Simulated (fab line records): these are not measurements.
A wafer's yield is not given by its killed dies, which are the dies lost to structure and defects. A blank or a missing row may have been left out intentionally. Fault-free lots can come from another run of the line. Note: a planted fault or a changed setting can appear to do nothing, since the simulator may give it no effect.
fab line records | flow sky130
[record] lots = 15 | wafers = 45 | last_day = 50
route steps=708 shown METAL2@487 VIA2@528 METAL3@561 VIA3@576
lots that met no fault: taken from a fault-free run of the same line
start_h: hours from the record's first day to the start of the lot's first wafer shown | wait_h: time in hours since the lot's previous step | " as in the row above | L1.1+2: one row covering several wafers at once | - no value, or no start was given | * or withheld: withheld | < > ~ a bound
route shown NAME@n: a module of which the file shows steps, and the number in the route of the first | usual: mean/standard deviation taken from wafers without a fault | same: alike in all rows | chamber/n: place in a boat | sites: per-site readings | _std_site: how widely they spread, as a standard deviation | _edge_site: outer sites' mean less inner sites' | radius_mm: for every site, how far away it sits from the centre of the wafer | mask NAME#n: copy n | behind: tool/chamber where the wafer was last shaped | hold: why the lot was held/for how many hours/how that ended | device: the transistor (n, p or np) that didn't switch | end of line: the route-end tests of the same wafers | for a step that has no rows: nothing shown but its recipe | killed: the dies lost at the first sort to structure and to defects; this is not the yield of the wafer | map: shows each die of a wafer: x if killed, . if not, _ if none is there
set.NAME: the setting the step ran with; set.NAME@STEP: the setting that earlier step ran with | model.NAME: the simulator's own value behind a step, which no gauge read
route steps across a sampled set of lots; one table per step, one row per wafer
services: when a tool's chamber went out of use (start_h, in hours from the record's first day, below 0 if earlier), for how many hours, and the reason
[[steps]]
[step SKY_METAL2_SPUTTER_04]
[recipe] material = TiN | target_thk_nm = 70 | power_w = 6500 | time_s = 58.3 | chamber_pressure_pa = 0.4
[usual] chamber_pressure_pa = 0.4000/0.00081 | throttle_valve_pct = 29.9/0.66
lot.wafer | tool           | chamber | start_h | wait_h | chamber_pressure_pa | throttle_valve_pct
L684.1    | pvd_sputter-01 | -       | 787.18  | 0.0    | 0.4004              | 30.0
L684.2    | "              | -       | "       | "      | 0.3994              | 29.6
L684.6    | "              | -       | "       | "      | 0.4005              | 29.9
L685.2    | pvd_sputter-03 | -       | 801.37  | 0.0    | 0.3985              | 29.8
L685.5    | "              | -       | "       | "      | 0.3996              | 29.6
L685.6    | "              | -       | "       | "      | 0.3999              | 30.5
L686.1    | pvd_sputter-02 | -       | 807.72  | 0.0    | 0.4015              | 30.4
L686.4    | "              | -       | "       | "      | 0.4002              | 28.9
L686.5    | "              | -       | "       | "      | 0.4006              | 29.0
L687.1    | pvd_sputter-03 | -       | 824.00  | 0.0    | 0.4012              | 30.1
L687.2    | "              | -       | "       | "      | 0.4003              | 31.3
L687.3    | "              | -       | "       | "      | 0.3998              | 29.2
L688.2    | pvd_sputter-02 | -       | 828.37  | 0.0    | 0.4006              | 29.7
L688.5    | "              | -       | "       | "      | 0.4008              | 29.3
L688.6    | "              | -       | "       | "      | 0.3995              | 29.0
L689.2    | pvd_sputter-03 | -       | 833.51  | 0.0    | 0.3999              | 30.0
L689.3    | "              | -       | "       | "      | 0.4009              | 31.0
L689.5    | "              | -       | "       | "      | 0.4012              | 30.0
L690.1    | pvd_sputter-03 | -       | 843.34  | 0.0    | 0.4004              | 31.4
L690.2    | "              | -       | "       | "      | 0.4000              | 29.5
L690.4    | "              | -       | "       | "      | 0.4004              | 30.3
L692.1    | pvd_sputter-02 | -       | 857.83  | 0.0    | 0.4002              | 29.0
L692.2    | "              | -       | "       | "      | 0.4004              | 30.7
L692.4    | "              | -       | "       | "      | 0.3998              | 30.5
L696.2    | pvd_sputter-01 | -       | 888.48  | 0.0    | 0.3997              | 30.0
L696.3    | "              | -       | "       | "      | 0.3995              | 28.7
L696.5    | "              | -       | "       | "      | 0.3995              | 29.6
L697.2    | pvd_sputter-02 | -       | 896.60  | 0.0    | 0.4010              | 30.5
L697.3    | "              | -       | "       | "      | 0.3993              | 29.3
L697.6    | "              | -       | "       | "      | 0.3989              | 28.9
L698.2    | pvd_sputter-03 | -       | 896.92  | 0.0    | 0.3995              | 29.6
L698.4    | "              | -       | "       | "      | 0.3993              | 29.5
L698.5    | "              | -       | "       | "      | 0.4002              | 30.2
L699.2    | pvd_sputter-01 | -       | 908.52  | 0.0    | 0.4006              | 30.0
L699.3    | "              | -       | "       | "      | 0.4006              | 29.9
L699.5    | "              | -       | "       | "      | 0.4004              | 29.8
L701.1    | pvd_sputter-03 | -       | 916.23  | 0.0    | 0.3996              | 30.0
L701.3    | "              | -       | "       | "      | 0.4018              | 31.5
L701.5    | "              | -       | "       | "      | 0.4005              | 30.2
L706.2    | pvd_sputter-01 | -       | 961.32  | 0.0    | 0.4005              | 29.1
L706.3    | "              | -       | "       | "      | 0.4019              | 30.1
L706.6    | "              | -       | "       | "      | 0.4004              | 29.9
L705.3    | pvd_sputter-02 | -       | 971.12  | 0.0    | 0.3993              | 29.0
L705.5    | "              | -       | "       | "      | 0.3999              | 29.3
L705.6    | "              | -       | "       | "      | 0.3993              | 30.6
[step SKY_VIA2_CVD_21]
[recipe] material = W | target_thk_nm = 420 | time_s = 126.4 | temp_c = 400 | pressure_torr = 40
[usual] heater_power_outer_w = 499/44 | heater_power_w = 844/89
lot.wafer | tool     | chamber | start_h | wait_h | heater_power_outer_w | heater_power_w
L684.1    | cvd_w-01 | 1       | 842.05  | 0.0    | 569                  | 1008
L684.2    | "        | 0       | "       | "      | 506                  | 840
L684.6    | "        | 0       | "       | "      | 517                  | 838
L685.2    | cvd_w-01 | 0       | 855.84  | 0.0    | 510                  | 833
L685.5    | "        | 0       | "       | "      | 496                  | 829
L685.6    | "        | 1       | "       | "      | 573                  | 995
L686.1    | cvd_w-02 | 0       | 861.26  | 0.0    | 550                  | 938
L686.4    | "        | 0       | "       | "      | 543                  | 913
L686.5    | "        | 0       | "       | "      | 537                  | 900
L687.1    | cvd_w-01 | 1       | 878.64  | 0.0    | 590                  | 1012
L687.2    | "        | 0       | "       | "      | 508                  | 820
L687.3    | "        | 0       | "       | "      | 496                  | 809
L688.2    | cvd_w-02 | 0       | 881.81  | 0.0    | 540                  | 924
L688.5    | "        | 0       | "       | "      | 556                  | 910
L688.6    | "        | 1       | "       | "      | 449                  | 737
L689.2    | cvd_w-02 | 1       | 887.28  | 0.0    | 454                  | 745
L689.3    | "        | 0       | "       | "      | 540                  | 928
L689.5    | "        | 0       | "       | "      | 546                  | 917
L690.1    | cvd_w-02 | 0       | 897.67  | 0.0    | 536                  | 890
L690.2    | "        | 1       | "       | "      | 442                  | 729
L690.4    | "        | 0       | "       | "      | 527                  | 915
L692.1    | cvd_w-02 | 1       | 912.11  | 0.0    | 439                  | 719
L692.2    | "        | 0       | "       | "      | 543                  | 918
L692.4    | "        | 1       | "       | "      | 444                  | 729
L696.2    | cvd_w-01 | 0       | 941.43  | 0.0    | 463                  | 791
L696.3    | "        | 1       | "       | "      | 521                  | 864
L696.5    | "        | 1       | "       | "      | 510                  | 902
L697.2    | cvd_w-01 | 0       | 948.17  | 0.0    | 467                  | 799
L697.3    | "        | 0       | "       | "      | 455                  | 765
L697.6    | "        | 0       | "       | "      | 457                  | 787
L698.2    | cvd_w-02 | 1       | 949.71  | 0.0    | 440                  | 762
L698.4    | "        | 1       | "       | "      | 435                  | 732
L698.5    | "        | 1       | "       | "      | 443                  | 713
L699.2    | cvd_w-01 | 0       | 960.51  | 0.0    | 455                  | 752
L699.3    | "        | 0       | "       | "      | 451                  | 773
L699.5    | "        | 1       | "       | "      | 519                  | 867
L701.1    | cvd_w-01 | 0       | 967.52  | 0.0    | 466                  | 768
L701.3    | "        | 1       | "       | "      | 528                  | 894
L701.5    | "        | 1       | "       | "      | 528                  | 878
L706.2    | cvd_w-02 | 0       | 1010.94 | 0.0    | 542                  | 921
L706.3    | "        | 0       | "       | "      | 531                  | 948
L706.6    | "        | 0       | "       | "      | 544                  | 954
L705.3    | cvd_w-01 | 0       | 1019.86 | 0.1    | 464                  | 767
L705.5    | "        | 1       | "       | "      | 518                  | 889
L705.6    | "        | 0       | "       | "      | 465                  | 754
[step SKY_METAL3_PEB_11]
[recipe] peb_temp_c = withheld | peb_time_s = withheld | resist = KrF-thick
[usual] chill_plate_temp_C = * | exhaust_pa = 45.1/0.9
lot.wafer | tool           | chamber | start_h | wait_h | chill_plate_temp_C | exhaust_pa
L684.1    | litho_track-03 | 0       | 895     | -      | *                  | 45.6
L684.2    | "              | 0       | "       | "      | *                  | 43.6
L684.6    | "              | 0       | "       | "      | *                  | 45.1
L685.2    | litho_track-03 | 0       | 907     | -      | *                  | 45.0
L685.5    | "              | 0       | "       | "      | *                  | 45.1
L685.6    | "              | 0       | "       | "      | *                  | 44.5
L686.1    | litho_track-03 | 0       | 913     | -      | *                  | 44.7
L686.4    | "              | 0       | "       | "      | *                  | 44.7
L686.5    | "              | 0       | "       | "      | *                  | 43.4
L687.1    | litho_track-03 | 0       | 930     | -      | *                  | 45.1
L687.2    | "              | 0       | "       | "      | *                  | 44.7
L687.3    | "              | 0       | "       | "      | *                  | 44.5
L688.2    | litho_track-01 | 0       | 933     | -      | *                  | 44.6
L688.5    | "              | 0       | "       | "      | *                  | 44.4
L688.6    | "              | 0       | "       | "      | *                  | 45.3
L689.2    | litho_track-02 | 0       | 938     | -      | *                  | 46.1
L689.3    | "              | 0       | "       | "      | *                  | 46.1
L689.5    | "              | 0       | "       | "      | *                  | 47.1
L690.1    | litho_track-02 | 0       | 948     | -      | *                  | 45.4
L690.2    | "              | 0       | "       | "      | *                  | 46.5
L690.4    | "              | 0       | "       | "      | *                  | 45.8
L692.1    | litho_track-01 | 0       | 962     | -      | *                  | 45.7
L692.2    | "              | 0       | "       | "      | *                  | 46.7
L692.4    | "              | 0       | 963     | -      | *                  | 45.2
L696.2    | litho_track-02 | 0       | 989     | -      | *                  | 45.2
L696.3    | "              | 0       | "       | "      | *                  | 44.4
L696.5    | "              | 0       | "       | "      | *                  | 44.6
L697.2    | litho_track-02 | -       | 996     | -      | -                  | -
L697.3    | "              | -       | "       | "      | -                  | -
L697.6    | "              | -       | 997     | -      | -                  | -
L698.2    | litho_track-01 | -       | 998     | -      | -                  | -
L698.4    | "              | -       | 999     | -      | -                  | -
L698.5    | "              | -       | "       | "      | -                  | -
L699.2    | litho_track-03 | -       | 1008    | -      | -                  | -
L699.3    | "              | -       | "       | "      | -                  | -
L699.5    | "              | -       | "       | "      | -                  | -
L701.1    | litho_track-01 | 0       | 1016    | -      | *                  | 43.8
L701.3    | "              | 0       | "       | "      | *                  | 44.2
L701.5    | "              | 0       | "       | "      | *                  | 43.7
L706.2    | litho_track-01 | 0       | 1057    | -      | *                  | 45.6
L706.3    | "              | 0       | "       | "      | *                  | 45.3
L706.6    | "              | 0       | "       | "      | *                  | 45.0
L705.3    | litho_track-01 | 0       | 1066    | -      | *                  | 45.0
L705.5    | "              | 0       | "       | "      | *                  | 45.1
L705.6    | "              | 0       | "       | "      | *                  | 45.0
[step SKY_VIA3_BOW_MEAS_03]
[recipe] mode = bow
[usual] VIA3_BOW = 81/8
lot.wafer | tool          | chamber | start_h | wait_h | VIA3_BOW[um]
L684.1    | film_metro-01 | -       | 897.31  | 0.2    | 88
L684.2    | "             | -       | "       | "      | 70
L684.6    | "             | -       | "       | "      | 65
L685.2    | film_metro-01 | -       | 909.40  | 0.1    | 88
L685.5    | "             | -       | "       | "      | 87
L685.6    | "             | -       | "       | "      | 89
L686.1    | film_metro-03 | -       | 915.13  | 0.2    | 71
L686.4    | "             | -       | "       | "      | 74
L686.5    | "             | -       | "       | "      | 79
L687.1    | film_metro-02 | -       | 933.01  | 0.1    | 97
L687.2    | "             | -       | "       | "      | 90
L687.3    | "             | -       | "       | "      | 84
L688.2    | film_metro-02 | -       | 935.77  | 0.3    | 86
L688.5    | "             | -       | "       | "      | 82
L688.6    | "             | -       | "       | "      | 78
L689.2    | film_metro-02 | -       | 940.27  | 0.2    | 76
L689.3    | "             | -       | "       | "      | 78
L689.5    | "             | -       | "       | "      | 70
L690.1    | film_metro-03 | -       | 950.75  | 0.2    | 72
L690.2    | "             | -       | "       | "      | 73
L690.4    | "             | -       | "       | "      | 74
L692.1    | film_metro-01 | -       | 964.91  | 0.1    | 89
L692.2    | "             | -       | "       | "      | 79
L692.4    | "             | -       | "       | "      | 83
L696.2    | film_metro-03 | -       | 991.84  | 0.2    | 68
L696.3    | "             | -       | "       | "      | 90
L696.5    | "             | -       | "       | "      | 78
L701.1    | film_metro-03 | -       | 1018.05 | 0.1    | 76
L701.3    | "             | -       | "       | "      | 75
L701.5    | "             | -       | "       | "      | 77
L706.2    | film_metro-03 | -       | 1059.57 | 0.2    | 76
L706.3    | "             | -       | "       | "      | 93
L706.6    | "             | -       | "       | "      | 102
L705.3    | film_metro-03 | -       | 1067.94 | 0.3    | 70
L705.5    | "             | -       | "       | "      | 81
L705.6    | "             | -       | "       | "      | 83
[[services]]
tool           | chamber | start_h | hours | kind
pvd_sputter-01 | -       | 871.75  | 0.5   | repair
pvd_sputter-03 | -       | 887.45  | 2.3   | repair
cvd_w-01       | -       | 904.00  | 14.0  | pm
cvd_w-01       | 0       | 904.00  | 14.0  | vent_cycle
cvd_w-01       | 1       | 904.00  | 14.0  | vent_cycle
pvd_sputter-02 | -       | 904.63  | 8.7   | repair
pvd_sputter-01 | -       | 916.74  | 1.0   | repair
cvd_w-01       | 0       | 918.00  | -     | clean
cvd_w-01       | 1       | 918.00  | -     | clean
cvd_w-02       | -       | 935.85  | 2.8   | pm
pvd_sputter-01 | -       | 967.71  | 0.5   | repair
cvd_w-01       | 1       | 986.40  | 3.2   | repair
pvd_sputter-01 | -       | 1003.53 | 1.0   | repair
cvd_w-01       | 0       | 1033.76 | 5.6   | repair
[[key]]
[first_sign] step = SKY_METAL3_PEB_11 | reading = tool_record | direction = missing
effect none on later readings
met_at SKY_METAL3_PEB_11
struck_lots L697,L698,L699
later_rows_left_out L697.2,L697.3,L697.6,L698.2,L698.4,L698.5,L699.2,L699.3,L699.5
sort_left_out L697.2,L697.3,L697.6,L698.2,L698.4,L698.5,L699.2,L699.3,L699.5
not_acting_at SKY_METAL2_SPUTTER_04,SKY_VIA2_CVD_21,SKY_VIA3_BOW_MEAS_03
onset_between 989 996
[fault] kind = skipped_step_whole | tool = litho_track-01,litho_track-02,litho_track-03 | chamber = - | onset_h = 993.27 | steps = SKY_METAL3_PEB_11 | scope = struck_lots_only
// sort_left_out: the simulated sort isn't trusted on such a fault, so these wafers' sort isn't shown, and their yield isn't known
// later_rows_left_out: the simulator's readings of these wafers behind a module that went badly wrong aren't trusted and aren't shown, but for the sort
